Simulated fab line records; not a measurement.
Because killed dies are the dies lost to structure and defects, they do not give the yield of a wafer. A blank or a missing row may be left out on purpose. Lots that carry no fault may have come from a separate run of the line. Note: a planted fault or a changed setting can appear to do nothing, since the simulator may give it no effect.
Chamber matching || flow gf180mcu || cmp-01 running GF_V2_CMP_26: 4 sister chambers
The step polishes, stops on SiO2, t overpolish 15 s, target thk 0 nm. 8 wafers are shown with their chamber, then 10 later ones without.

== WAFERS PAIRED WITH THEIR CHAMBERS ==
{"wafer": "L082.1", "chamber": 3, "time-to-endpoint-s (s)": 93, "motor-current-A (A)": 12.2}
{"wafer": "L082.4", "chamber": 2, "time-to-endpoint-s (s)": 93, "motor-current-A (A)": 10.1}
{"wafer": "L083.4", "chamber": 2, "time-to-endpoint-s (s)": 91, "motor-current-A (A)": 9.9}
{"wafer": "L085.2", "chamber": 0, "time-to-endpoint-s (s)": 81, "motor-current-A (A)": 12.8}
{"wafer": "L085.4", "chamber": 1, "time-to-endpoint-s (s)": 84, "motor-current-A (A)": 11.1}
{"wafer": "L085.6", "chamber": 0, "time-to-endpoint-s (s)": 79, "motor-current-A (A)": 12.4}
{"wafer": "L086.1", "chamber": 1, "time-to-endpoint-s (s)": 90, "motor-current-A (A)": 10.7}
{"wafer": "L086.2", "chamber": 3, "time-to-endpoint-s (s)": 94, "motor-current-A (A)": 13.0}

== WAFERS WITH NO CHAMBER GIVEN ==
{"wafer": "L086.4", "time-to-endpoint-s (s)": 92, "motor-current-A (A)": 8.9}
{"wafer": "L091.2", "time-to-endpoint-s (s)": 85, "motor-current-A (A)": 11.8}
{"wafer": "L091.4", "time-to-endpoint-s (s)": 95, "motor-current-A (A)": 13.0}
{"wafer": "L091.6", "time-to-endpoint-s (s)": 87, "motor-current-A (A)": 9.6}
{"wafer": "L092.1", "time-to-endpoint-s (s)": 86, "motor-current-A (A)": 10.8}
{"wafer": "L092.2", "time-to-endpoint-s (s)": 90, "motor-current-A (A)": 9.8}
{"wafer": "L092.4", "time-to-endpoint-s (s)": 86, "motor-current-A (A)": 12.2}
{"wafer": "L097.1", "time-to-endpoint-s (s)": 84, "motor-current-A (A)": 12.6}
{"wafer": "L097.2", "time-to-endpoint-s (s)": 87, "motor-current-A (A)": 11.1}
{"wafer": "L097.4", "time-to-endpoint-s (s)": 95, "motor-current-A (A)": 12.8}

== THE CHAMBER EACH PASSED THROUGH ==
{"wafer": "L086.4", "from the rows above": 2, "in truth": 2}
{"wafer": "L091.2", "from the rows above": "can't be placed: 1 or 0 or 3", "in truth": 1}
{"wafer": "L091.4", "from the rows above": 3, "in truth": 3}
{"wafer": "L091.6", "from the rows above": "can't be placed: 2 or 1", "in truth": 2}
{"wafer": "L092.1", "from the rows above": 1, "in truth": 1}
{"wafer": "L092.2", "from the rows above": 2, "in truth": 2}
{"wafer": "L092.4", "from the rows above": "can't be placed: 0 or 3 or 1", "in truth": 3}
{"wafer": "L097.1", "from the rows above": 0, "in truth": 0}
{"wafer": "L097.2", "from the rows above": 1, "in truth": 1}
{"wafer": "L097.4", "from the rows above": 3, "in truth": 3}
Correct placement for 7 of the 10. Cannot be placed on the basis of these rows: 3; the candidates contain the true chamber in 3. Wrongly placed: 0.
How it was worked out, from the rows above alone: a wafer's distance from a chamber is the root of the sum, over the readings, of the square of ((its reading less the chamber's mean) divided by the reading's scatter). The wafer belongs to the nearest chamber; if the next one is less than 2 further off, it can't be placed. The mean given for a chamber averages the wafers shown for that chamber. The scatter is the square root of a quotient: the sum, over the shown wafers, of each reading's squared deviation from its chamber's mean, divided by wafers minus chambers.
